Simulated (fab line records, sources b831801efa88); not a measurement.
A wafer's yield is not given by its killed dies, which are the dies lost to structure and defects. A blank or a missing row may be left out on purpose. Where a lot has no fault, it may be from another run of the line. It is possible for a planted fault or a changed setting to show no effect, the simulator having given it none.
Comparing a struck lot with a sound one | flow sky130 | 18 steps out of a route of 708
Sound: these wafers, L121.2, L121.3, L121.5. Wafers L130.2, L130.3, L130.6 were the ones struck. The cause is named last.
For every step that has rows: the tool of each side, followed by ch and its chambers, followed by its first start. Under that, the readings that differ: sound wafers | struck wafers | difference of the means | sigmas: that difference in standard deviations of wafers without a fault.
alike: readings with means less than 2 such deviations apart, plus words and numbers identical on both sides. not compared: withheld readings, readings lacking a value on some wafer, bounds such as >300 that could conceal the same value, and numbers that have no deviation in the record and whose values overlap.
A row with sigmas, a row that says differs or no value, or rows on one side alone: a step with any of these is where the two part. Numbers that have no deviation but don't overlap get no sigmas and don't part them. A reading missing from all wafers of one side parts the sides only when that side holds two or more wafers.

first, 3 steps without rows for these wafers: SKY_SONOS_ONO_WET_ETCH_18 (etches Si3N4 in H3PO4, target depth 15 nm, time 172 s); SKY_GATE_OXIDE_CLEAN_00 (cleans in SC1/SC2, time 150 s); SKY_GATE_OXIDE_OXIDATION_01 (stabilise 600 s, purge 300 s, target thk 10.268 nm).
SKY_GATE_OXIDE_THK_MEAS_02:
  sound on filmMetro-01, day 14 14:08; struck on filmMetro-02, day 17 01:07
  alike: GATE_OXIDE_OXIDATION_00_THK
then, 7 steps without rows for these wafers: SKY_GATE_OXIDE_DEHYDRATE_03 (time 60 s); SKY_GATE_OXIDE_HMDS_04 (prime time 60 s); SKY_GATE_OXIDE_COAT_05 (resist thk 1140 nm); SKY_GATE_OXIDE_SOFTBAKE_06 (time 60 s); SKY_GATE_OXIDE_EXPOSE_07 (exposes mask LVOM, target cd 600 nm); SKY_GATE_OXIDE_PEB_08; SKY_GATE_OXIDE_DEVELOP_09 (develop time 60 s).
SKY_GATE_OXIDE_OVL_MEAS_10:
  sound on overlay-02, day 15 16:58; struck on overlay-01, day 18 06:28
  alike: GATE_OXIDE_OVL
SKY_GATE_OXIDE_IMPLANT_11:
  sound on implanter-03 ch 0, day 15 17:01; struck on implanter-04 ch 0, day 18 06:31
reading          | sound                         | struck                           | difference  | sigmas
doseIonsCm2      | 2.6006e+12 2.6e+12 2.5978e+12 | 3.3563e+12 3.3544e+12 3.3587e+12 | +7.5700e+11 | +99 or more
faradayCurrentUA | 14.34 14.59 14.58             | 19.43 18.71 19.08                | +4.57       | +16
then, 1 step without rows for these wafers: SKY_GATE_OXIDE_WET_ETCH_12 (etches SiO2 in dHF, target depth 16.8 nm, time 336 s).
SKY_GATE_OXIDE_STRIP_13: strips in O2/N2.
  sound on plasmaAsher-03 ch 0,1, day 15 17:16; struck on plasmaAsher-03 ch 0,1, day 18 06:51
  alike: drypumpMotorCurrentA, o2FlowSccm, oesProductAu, stripTimeToEndpointS
  not compared: rfHoursCounterH
SKY_GATE_OXIDE_TW_MEAS_14:
  sound on filmMetro-03, day 15 17:22; struck on filmMetro-03, day 18 06:58
reading       | sound             | struck            | difference | sigmas
GATE_OXIDE_TW | 224.4 223.9 223.9 | 241.4 240.3 241.7 | +17.1      | +7
then, 1 step without rows for these wafers: SKY_GATE_OXIDE_CLEAN_15 (cleans in SC1/SC2, time 150 s).
-- record jumps: 30 days separate the struck wafers' starts on either side; left off in module GATE_OXIDE, taken up again in module PAD_OPEN, whose first shown step is the route's number 708 --
SKY_PAD_OPEN_PROBE_99:
  sound on prober-01, day 46 23:37; struck on prober-02, day 48 16:46
reading                                 | sound             | struck            | difference | sigmas
model.etest.tipP.rsOhmSq                | 6873 6924 6916    | 6413 6395 6423    | -494       | 
model.etest.pfet_01v8.rOnOhmUm          | 2848 2956 2884    | 2641 2564 2620    | -288       | 
model.etest.nfet_01v8_lvt.driveUaUm     | 587.7 581.3 592.5 | 531.2 557.6 549.5 | -41.1      | 
model.etest.pfet_01v8_lvt.driveUaUm     | 173.5 172.3 175.8 | 212.7 214.7 215   | +40.3      | 
model.etest.nfet_01v8.driveUaUm         | 514.7 506.5 521.7 | 475.5 494.4 483.2 | -29.9      | 
model.etest.nfet_01v8_turned.driveUaUm  | 513.7 510.3 518.6 | 473.5 491.6 486.4 | -30.4      | 
model.etest.nfet_01v8_swapped.driveUaUm | 512.1 510.9 520.4 | 476.3 499.8 487.3 | -26.7      | 
  alike: killed_at_M0_to_M3, killed_at_M4_up, killedAtContacts, killedAtFrontEnd, killedAtOther, killedDies, killedOpen, killedShort
  not compared: model.etest.nfet_01v8.rOnOhmUm

== WHERE THEY PART ==
First at SKY_GATE_OXIDE_IMPLANT_11; last, within this record, at SKY_GATE_OXIDE_TW_MEAS_14. Later steps at which nothing parts them and some readings are alike: SKY_PAD_OPEN_PROBE_99.

WHY: what the simulator had put in
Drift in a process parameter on implanter-04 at SKY_GATE_OXIDE_IMPLANT_11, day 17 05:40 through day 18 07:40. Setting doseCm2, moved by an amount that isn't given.
